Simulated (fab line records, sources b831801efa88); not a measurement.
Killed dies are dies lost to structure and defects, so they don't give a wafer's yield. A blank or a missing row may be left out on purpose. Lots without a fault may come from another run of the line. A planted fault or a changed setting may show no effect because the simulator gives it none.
fab line records | flow gf180mcu
record lots=7 wafers=21 last_day=33
route steps=602 shown HV_LDD@198
lots that met no fault: from a run of the same line without faults
start_h: hours from the record's first day to the start of the lot's first wafer shown | wait_h: hours since the lot's step before | " the same as in the row above | L1.1+2: a row that stands for several wafers | - no value, or no start given | * or withheld: withheld | < > ~ a bound
route shown NAME@n: a module of which the file shows steps, and the number in the route of the first | usual: mean/standard deviation of fault-free wafers | same: alike in all rows | chamber/n: place in a boat | sites: the reading at each site | _std_site: their standard deviation | _edge_site: outer sites' mean less inner sites' | radius_mm: how far each site lies from the wafer's centre | mask NAME#n: copy n | behind: the tool/chamber that last shaped the wafer | hold: why the lot was held/for how many hours/how that ended | device: the transistor (n, p or np) that didn't switch | end of line: the same wafers' tests at the end of the route | a step without rows: its recipe alone | killed: dies lost to structure and defects at the first sort, not the wafer's yield | map: a wafer's dies, x killed, . not, _ none there
set.NAME: the setting as run; set.NAME@STEP: as run at that earlier step | model.NAME: the simulator's own value behind a step, which no gauge read
lots at some steps of the route; a table a step, a row a wafer
services: from which hour (start_h, from the record's first day; less than 0 if before it) a tool's chamber was out of use, for how many hours, and why
## steps
# step GF_HV_LDD_STRIP_22
# recipe chemistry=O2/N2 power_w=1400 pressure_mtorr=1500 platen_temp_c=250 o2_flow_sccm=3000 n2_flow_sccm=300 overash_fraction=0.5
# usual drypump_motor_current_A=6.28/0.2 heater_power_w=354/29 oes_product_au=0.716/0.0042 strip_time_to_endpoint_s=12.64/0.039
# columns lot.wafer tool chamber start_h wait_h drypump_motor_current_A heater_power_w oes_product_au rf_hours_counter_h strip_time_to_endpoint_s
L387.3 plasma_asher-03 0 239.39 0.1 5.96 361 0.722 - 12.64
L387.4 " 1 " " 6.24 299 0.716 - 12.62
L387.5 " 0 " " 5.95 364 0.722 - 12.61
L391.1 plasma_asher-04 1 273.45 0.1 6.31 382 0.718 49 12.64
L391.3 " 1 " " 6.32 387 0.721 - 12.64
L391.6 " 0 " " 6.24 362 0.724 - 12.65
L394.1 plasma_asher-03 1 297.66 0.1 6.28 301 0.711 19 12.64
L394.3 " 0 " " 5.95 357 0.724 - 12.63
L394.6 " 0 " " 5.95 371 0.717 - 12.60
L395.1 plasma_asher-03 1 302.81 0.1 6.24 294 0.717 19 12.74
L395.5 " 1 " " 6.25 301 0.727 - 12.74
L395.6 " 0 " " 5.94 369 0.717 - 12.77
L396.3 plasma_asher-03 1 314.39 0.1 6.25 300 0.723 - 12.71
L396.5 " 0 " " 5.91 364 0.719 - 12.70
L396.6 " 1 " " 6.27 299 0.711 - 12.70
L397.1 plasma_asher-03 1 318.41 0.1 6.25 295 0.719 21 12.65
L397.4 " 1 " " 6.26 303 0.713 - 12.66
L397.6 " 1 " " 6.28 303 0.716 - 12.67
L404.1 plasma_asher-03 1 368.59 0.1 6.26 297 0.718 26 12.59
L404.3 " 1 " " 6.22 308 0.714 - 12.59
L404.4 " 0 " " 5.93 357 0.711 - 12.62
# step GF_HV_LDD_TW_MEAS_23
# usual HV_LDD_2_TW=1053/8.1
# columns lot.wafer tool chamber start_h wait_h HV_LDD_2_TW
L387.3 film_metro-03 - 239.48 0.1 1053
L387.4 " - " " 1056
L387.5 " - " " 1056
L391.1 film_metro-04 - 273.55 0.1 1042
L391.3 " - " " 1035
L391.6 " - " " 1033
L394.1 film_metro-02 - 297.76 0.1 1049
L394.3 " - " " 1054
L394.6 " - " " 1052
L395.1 film_metro-04 - 302.91 0.1 1042
L395.5 " - " " 1040
L395.6 " - " " 1046
L396.3 film_metro-03 - 314.48 0.1 1058
L396.5 " - " " 1064
L396.6 " - " " 1061
L397.1 film_metro-04 - 318.51 0.1 1048
L397.4 " - " " 1046
L397.6 " - " " 1046
L404.1 film_metro-02 - 368.69 0.1 1057
L404.3 " - " " 1057
L404.4 " - " " 1058
# step GF_HV_LDD_DEHYDRATE_24
# recipe temp_c=200 time_s=60
# step GF_HV_LDD_HMDS_25
# recipe prime_time_s=60 prime_temp_c=120
# step GF_HV_LDD_COAT_26
# recipe resist=NOVOLAK spin_rpm=3000 resist_thk_nm=1000
# step GF_HV_LDD_SOFTBAKE_27
# recipe temp_c=90 time_s=60 resist=NOVOLAK
# step GF_HV_LDD_EXPOSE_28
# recipe mask_id=Nplus_HV_AREA target_cd_nm=400 na=0.6 source_shape=conventional sigma_outer=0.6 dose_mj=140
# step GF_HV_LDD_PEB_29
# recipe temp_c=withheld time_s=* resist=NOVOLAK
# step GF_HV_LDD_DEVELOP_30
# recipe develop_time_s=60 dev_temp_c=23
# step GF_HV_LDD_CD_MEAS_31
# recipe target_cd_nm=400
# usual cd_nm=400.0/2.3
# columns lot.wafer tool chamber start_h wait_h cd_nm
L387.3 cd_sem-02 - 257.39 0.1 397.1
L387.4 " - " " 397.3
L387.5 " - " " 397.3
L391.1 cd_sem-02 - 292.64 0.1 397.3
L391.3 " - " " 400.0
L391.6 " - " " 400.6
L394.1 cd_sem-02 - 317.99 0.1 398.8
L394.3 " - " " 399.1
L394.6 " - " " 399.6
L395.1 cd_sem-02 - 323.40 0.1 402.1
L395.5 " - " " 403.4
L395.6 " - " " 403.2
L396.3 cd_sem-01 - 334.84 0.1 396.4
L396.5 " - " " 397.6
L396.6 " - " " 398.7
L397.1 cd_sem-02 - 339.69 0.1 399.8
L397.4 " - " " 398.9
L397.6 " - " " 400.2
L404.1 cd_sem-01 - 391.29 0.1 400.8
L404.3 " - " " 399.7
L404.4 " - " " 399.8
# step GF_HV_LDD_OVL_MEAS_32
# usual HV_LDD_02_OVL=-1.1/1.3
# columns lot.wafer tool chamber start_h wait_h HV_LDD_02_OVL[nm]
L387.3 overlay-01 - 257.49 0.1 0.6
L387.4 " - " " -2.1
L387.5 " - " " -1.3
L391.1 overlay-02 - 292.76 0.1 0.0
L391.3 " - " " -0.3
L391.6 " - " " 0.4
L394.1 overlay-02 - 318.11 0.1 0.0
L394.3 " - " " -0.4
L394.6 " - " " -3.1
L395.1 overlay-01 - 323.52 0.1 -2.3
L395.5 " - " " -1.0
L395.6 " - " " -0.1
L396.3 overlay-01 - 334.94 0.1 -1.5
L396.5 " - " " -5.1
L396.6 " - " " -2.2
L397.1 overlay-01 - 339.81 0.1 -0.6
L397.4 " - " " -2.7
L397.6 " - " " -1.5
L404.1 overlay-02 - 391.41 0.1 -2.6
L404.3 " - " " -1.4
L404.4 " - " " -1.2
# step GF_HV_LDD_IMPLANT_33
# recipe species=P energy_kev=60 dose_cm2=7.5e+12 tilt_deg=30 rotation_deg=0
# step GF_HV_LDD_IMPLANT_34
# recipe species=P energy_kev=60 dose_cm2=7.5e+12 tilt_deg=30 rotation_deg=90
# usual beam_energy_keV=60.000/0.019 beam_on_s=10.00/0.2
# columns lot.wafer tool chamber start_h wait_h beam_energy_keV beam_on_s
L387.3 implanter-04 0 257.71 0.1 60.024 10.07
L387.4 " 0 " " 60.002 10.20
L387.5 " 0 " " 60.022 10.18
L391.1 implanter-04 0 292.95 0.1 60.018 9.87
L391.3 " 0 " " 60.011 9.92
L391.6 " 0 " " 60.030 10.37
L394.1 implanter-03 - 318.29 0.1 - -
L394.3 " - " " - -
L394.6 " - " " - -
L395.1 implanter-03 - 323.71 0.1 - -
L395.5 " - " " - -
L395.6 " - " " - -
L396.3 implanter-04 - 335.16 0.1 - -
L396.5 " - " " - -
L396.6 " - " " - -
L397.1 implanter-02 0 339.99 0.1 59.988 9.91
L397.4 " 0 " " 60.011 10.41
L397.6 " 0 " " 60.019 9.93
L404.1 implanter-02 0 391.59 0.1 59.999 9.91
L404.3 " 0 " " 60.004 9.84
L404.4 " 0 " " 60.028 10.06
# step GF_HV_LDD_IMPLANT_35
# recipe species=P energy_kev=60 dose_cm2=7.5e+12 tilt_deg=30 rotation_deg=180
# step GF_HV_LDD_IMPLANT_36
# recipe species=P energy_kev=60 dose_cm2=7.5e+12 tilt_deg=30 rotation_deg=270
# step GF_HV_LDD_STRIP_37
# recipe chemistry=O2/N2 power_w=1400 pressure_mtorr=1500 platen_temp_c=250 o2_flow_sccm=3000 n2_flow_sccm=300 overash_fraction=0.5
# usual drypump_motor_current_A=6.38/0.17 heater_power_w=363/20 oes_product_au=0.715/0.0048 strip_time_to_endpoint_s=12.65/0.031
# columns lot.wafer tool chamber start_h wait_h drypump_motor_current_A heater_power_w oes_product_au rf_hours_counter_h strip_time_to_endpoint_s
L387.3 plasma_asher-01 1 258.14 0.1 6.54 363 0.716 - 12.70
L387.4 " 0 " " 6.56 351 0.714 - 12.68
L387.5 " 0 " " 6.55 359 0.715 - 12.69
L391.1 plasma_asher-03 0 293.40 0.1 5.93 362 0.713 18 12.68
L391.3 " 1 " " 6.23 294 0.708 - 12.67
L391.6 " 0 " " 5.93 355 0.708 - 12.69
L394.1 plasma_asher-01 0 318.74 0.1 6.54 359 0.722 68 12.67
L394.3 " 0 " " 6.54 363 0.714 - 12.65
L394.6 " 0 " " 6.52 354 0.714 - 12.66
L395.1 plasma_asher-01 0 324.16 0.1 6.54 355 0.721 68 12.66
L395.5 " 1 " " 6.52 367 0.714 - 12.67
L395.6 " 0 " " 6.54 352 0.718 - 12.69
L396.3 plasma_asher-03 1 335.59 0.1 6.25 299 0.712 - 12.62
L396.5 " 0 " " 5.93 367 0.710 - 12.62
L396.6 " 1 " " 6.24 294 0.709 - 12.61
L397.1 plasma_asher-04 1 340.44 0.1 6.32 381 0.720 56 12.66
L397.4 " 1 " " 6.30 389 0.715 - 12.64
L397.6 " 1 " " 6.33 378 0.705 - 12.66
L404.1 plasma_asher-04 0 392.04 0.1 6.27 359 0.705 60 12.66
L404.3 " 1 " " 6.32 381 0.720 - 12.68
L404.4 " 0 " " 6.26 361 0.720 - 12.70
# step GF_HV_LDD_TW_MEAS_38
# usual HV_LDD_3_TW=1432/13
# columns lot.wafer tool chamber start_h wait_h HV_LDD_3_TW
L387.3 film_metro-02 - 258.23 0.1 1442
L387.4 " - " " 1448
L387.5 " - " " 1445
L391.1 film_metro-04 - 293.50 0.1 1422
L391.3 " - " " 1418
L391.6 " - " " 1414
L394.1 film_metro-04 - 318.84 0.1 1297
L394.3 " - " " 1302
L394.6 " - " " 1301
L395.1 film_metro-04 - 324.26 0.1 1299
L395.5 " - " " 1292
L395.6 " - " " 1303
L396.3 film_metro-02 - 335.68 0.1 1324
L396.5 " - " " 1317
L396.6 " - " " 1317
L397.1 film_metro-04 - 340.54 0.1 1425
L397.4 " - " " 1419
L397.6 " - " " 1421
L404.1 film_metro-02 - 392.14 0.1 1432
L404.3 " - " " 1430
L404.4 " - " " 1441
# step GF_HV_LDD_DEHYDRATE_39
# recipe temp_c=200 time_s=60
# step GF_HV_LDD_HMDS_40
# recipe prime_time_s=60 prime_temp_c=120
# step GF_HV_LDD_COAT_41
# recipe resist=NOVOLAK spin_rpm=3000 resist_thk_nm=1000
# step GF_HV_LDD_SOFTBAKE_42
# recipe temp_c=90 time_s=60 resist=NOVOLAK
# step GF_HV_LDD_EXPOSE_43
# recipe mask_id=Pplus_HV_AREA target_cd_nm=400 na=0.6 source_shape=conventional sigma_outer=0.6 dose_mj=140
# step GF_HV_LDD_PEB_44
# recipe temp_c=withheld time_s=* resist=NOVOLAK
# step GF_HV_LDD_DEVELOP_45
# recipe develop_time_s=60 dev_temp_c=23
# step GF_HV_LDD_CD_MEAS_46
# recipe target_cd_nm=400
# usual cd_nm=399.8/2.3
# columns lot.wafer tool chamber start_h wait_h cd_nm
L387.3 cd_sem-02 - 277.48 0.1 399.5
L387.4 " - " " 401.4
L387.5 " - " " 400.6
L391.1 cd_sem-01 - 313.54 0.1 399.6
L391.3 " - " " 398.4
L391.6 " - " " 399.5
L394.1 cd_sem-01 - 339.99 0.1 400.2
L394.3 " - " " 398.3
L394.6 " - " " 400.7
L395.1 cd_sem-02 - 345.59 0.1 397.5
L395.5 " - " " 398.8
L395.6 " - " " 397.4
L396.3 cd_sem-01 - 357.27 0.3 402.0
L396.5 " - " " 402.2
L396.6 " - " " 399.8
L397.1 cd_sem-02 - 362.30 0.1 395.0
L397.4 " - " " 395.3
L397.6 " - " " 396.7
L404.1 cd_sem-02 - 415.45 0.1 401.6
L404.3 " - " " 400.3
L404.4 " - " " 401.1
# step GF_HV_LDD_OVL_MEAS_47
# usual HV_LDD_03_OVL=-0.9/1.5
# columns lot.wafer tool chamber start_h wait_h HV_LDD_03_OVL[nm]
L387.3 overlay-02 - 277.57 0.1 -3.0
L387.4 " - " " -1.7
L387.5 " - " " -2.9
L391.1 overlay-02 - 313.66 0.1 -2.5
L391.3 " - " " -2.8
L391.6 " - " " -2.1
L394.1 overlay-02 - 340.11 0.1 1.5
L394.3 " - " " -1.8
L394.6 " - " " -1.6
L395.1 overlay-02 - 345.71 0.1 1.4
L395.5 " - " " -0.8
L395.6 " - " " -0.1
L396.3 overlay-01 - 357.37 0.1 -0.1
L396.5 " - " " -1.0
L396.6 " - " " -2.1
L397.1 overlay-02 - 362.42 0.1 -1.9
L397.4 " - " " -1.4
L397.6 " - " " -1.1
L404.1 overlay-02 - 415.57 0.1 0.6
L404.3 " - " " 1.1
L404.4 " - " " 2.6
# step GF_HV_LDD_IMPLANT_48
# recipe species=B energy_kev=25 dose_cm2=3e+13 tilt_deg=7
# step GF_HV_LDD_STRIP_49
# recipe chemistry=O2/N2 power_w=1400 pressure_mtorr=1500 platen_temp_c=250 o2_flow_sccm=3000 n2_flow_sccm=300 overash_fraction=0.5
# usual drypump_motor_current_A=6.22/0.21 heater_power_w=346/32 oes_product_au=0.716/0.0041 strip_time_to_endpoint_s=12.65/0.039
# columns lot.wafer tool chamber start_h wait_h drypump_motor_current_A heater_power_w oes_product_au rf_hours_counter_h strip_time_to_endpoint_s
L387.3 plasma_asher-03 0 277.78 0.1 5.92 366 0.721 - 12.65
L387.4 " 1 " " 6.23 293 0.719 - 12.66
L387.5 " 0 " " 5.95 354 0.720 - 12.64
L391.1 plasma_asher-03 0 313.84 0.1 5.96 361 0.711 20 12.63
L391.3 " 1 " " 6.25 305 0.715 - 12.64
L391.6 " 0 " " 5.95 360 0.718 - 12.66
L394.1 plasma_asher-03 0 340.29 0.1 5.92 366 0.720 23 12.62
L394.3 " 0 " " 5.92 352 0.719 - 12.64
L394.6 " 0 " " 5.92 366 0.716 - 12.64
L395.1 plasma_asher-03 1 345.89 0.1 6.27 301 0.711 23 12.55
L395.5 " 0 " " 5.90 357 0.712 - 12.56
L395.6 " 1 " " 6.27 286 0.719 - 12.53
L396.3 plasma_asher-01 1 357.57 0.1 6.51 367 0.719 - 12.71
L396.5 " 1 " " 6.50 362 0.720 - 12.68
L396.6 " 0 " " 6.61 362 0.715 - 12.64
L397.1 plasma_asher-03 0 362.61 0.1 5.91 360 0.715 25 12.67
L397.4 " 1 " " 6.26 293 0.716 - 12.62
L397.6 " 1 " " 6.28 295 0.712 - 12.63
L404.1 plasma_asher-01 1 415.76 0.1 6.57 369 0.720 78 12.63
L404.3 " 0 " " 6.54 364 0.717 - 12.68
L404.4 " 1 " " 6.50 374 0.717 - 12.68
# step GF_HV_LDD_TW_MEAS_50
# usual HV_LDD_4_TW=569/4.1
# columns lot.wafer tool chamber start_h wait_h HV_LDD_4_TW
L387.3 film_metro-02 - 277.87 0.1 568
L387.4 " - " " 571
L387.5 " - " " 570
L391.1 film_metro-03 - 313.94 0.1 572
L391.3 " - " " 572
L391.6 " - " " 574
L394.1 film_metro-04 - 340.39 0.1 564
L394.3 " - " " 564
L394.6 " - " " 566
L395.1 film_metro-02 - 345.99 0.1 574
L395.5 " - " " 573
L395.6 " - " " 573
L396.3 film_metro-03 - 357.66 0.1 573
L396.5 " - " " 575
L396.6 " - " " 574
L397.1 film_metro-03 - 362.71 0.1 570
L397.4 " - " " 569
L397.6 " - " " 571
L404.1 film_metro-03 - 415.86 0.1 572
L404.3 " - " " 568
L404.4 " - " " 571
# step GF_HV_LDD_CLEAN_51
# recipe chemistry=SC1/SC2 mix=1:4:20 temp_c=70 time_s=150 dry=n2_spin
# step GF_HV_LDD_RTA_52
# recipe temp_c=1000 time_s=10 ambient=N2
# usual lamp_power_pct=29.7/0.84 wafer_temp_C_max=1006.1/1.1
# same time_s=10
# columns lot.wafer tool chamber start_h wait_h lamp_power_pct wafer_temp_C_max
L387.3 rtp_anneal-01 0 277.98 0.0 30.8 1007.2
L387.4 " 0 " " 30.8 1006.7
L387.5 " 0 " " 30.8 1007.7
L391.1 rtp_anneal-02 0 314.05 0.0 29.1 1006.9
L391.3 " 0 " " 29.1 1005.3
L391.6 " 0 " " 29.0 1007.1
L394.1 rtp_anneal-02 0 340.51 0.0 29.1 1006.2
L394.3 " 0 " " 29.0 1005.1
L394.6 " 0 " " 29.0 1005.7
L395.1 rtp_anneal-02 0 346.10 0.0 29.1 1007.6
L395.5 " 0 " " 29.0 1004.9
L395.6 " 0 " " 29.1 1004.9
L396.3 rtp_anneal-02 0 357.78 0.0 29.0 1008.0
L396.5 " 0 " " 29.1 1007.1
L396.6 " 0 " " 29.1 1005.9
L397.1 rtp_anneal-02 0 362.82 0.0 29.0 1006.0
L397.4 " 0 " " 29.0 1003.9
L397.6 " 0 " " 29.1 1004.8
L404.1 rtp_anneal-02 0 415.97 0.0 29.1 1006.1
L404.3 " 0 " " 29.1 1005.9
L404.4 " 0 " " 29.0 1006.4
# step GF_HV_LDD_RS_MEAS_53
# recipe thk_meas_gauge=four-point-probe
# usual HV_LDD_RS=418.2/0.86
# columns lot.wafer tool chamber start_h wait_h HV_LDD_RS[ohm/sq]
L387.3 film_metro-02 - 278.06 0.1 419.5
L387.4 " - " " 418.0
L387.5 " - " " 418.4
L391.1 film_metro-04 - 314.12 0.1 419.6
L391.3 " - " " 419.7
L391.6 " - " " 420.4
L394.1 film_metro-02 - 340.58 0.1 439.5
L394.3 " - " " 439.0
L394.6 " - " " 439.9
L395.1 film_metro-02 - 346.17 0.1 439.6
L395.5 " - " " 439.6
L395.6 " - " " 438.2
L396.3 film_metro-02 - 357.87 0.1 438.5
L396.5 " - " " 439.2
L396.6 " - " " 438.8
L397.1 film_metro-04 - 362.89 0.1 417.2
L397.4 " - " " 417.3
L397.6 " - " " 417.8
L404.1 film_metro-02 - 416.03 0.1 418.3
L404.3 " - " " 418.3
L404.4 " - " " 418.8
# step GF_HV_LDD_CVD_54
# recipe material=SiO2 target_thk_nm=10 precursor=TEOS temp_c=680 time_s=75 pressure_mtorr=400
## services
# columns tool chamber start_h hours kind
implanter-04 - 224.56 3.3 repair
plasma_asher-01 - 228.96 2.2 repair
rtp_anneal-01 - 232.85 1.4 pm
implanter-03 - 255.84 2.6 repair
implanter-02 - 294.13 1.4 repair
implanter-03 - 335.62 12.5 pm
plasma_asher-04 - 340.79 1.7 repair
plasma_asher-04 - 362.87 13.9 repair
implanter-04 - 368.23 4.0 repair
implanter-03 - 369.37 4.6 pm
implanter-04 - 377.68 7.2 pm
plasma_asher-03 - 381.61 0.5 repair
implanter-03 - 398.17 1.9 repair
## key
first_sign step=GF_HV_LDD_IMPLANT_34 reading=tool_record direction=missing
effect step=GF_HV_LDD_TW_MEAS_38 reading=HV_LDD_3_TW direction=down sigmas=9.9 usual=1432 struck=1306
effect step=GF_HV_LDD_RS_MEAS_53 reading=HV_LDD_RS direction=up sigmas=24 usual=418.2 struck=439.1
met_at GF_HV_LDD_IMPLANT_34
struck_wafers L394.1,L394.3,L394.6,L395.1,L395.5,L395.6,L396.3,L396.5,L396.6
later_rows_left_out L394.1,L394.3,L394.6,L395.1,L395.5,L395.6,L396.3,L396.5,L396.6
sort_left_out L394.1,L394.3,L394.6,L395.1,L395.5,L395.6,L396.3,L396.5,L396.6
tester_left_out L394,L395,L396
onset_between 292.95 318.29
fault kind=skipped_step_whole tool=implanter-03,implanter-04 chamber=- onset_h=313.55 steps=GF_HV_LDD_IMPLANT_34 scope=struck_lots_only
# tester_left_out: of these lots the tester's yield and bins aren't shown, on N5 and GAA mostly nor the transistor test; their killed dies are dies lost to structure and defects alone, not to doping, threshold or leakage, so they don't give the yield
# sort_left_out: the simulated sort isn't trusted on such a fault, so these wafers' sort isn't shown, and their yield isn't known
# later_rows_left_out: the simulator's readings of these wafers behind a module that went badly wrong aren't trusted and aren't shown, but for the sort
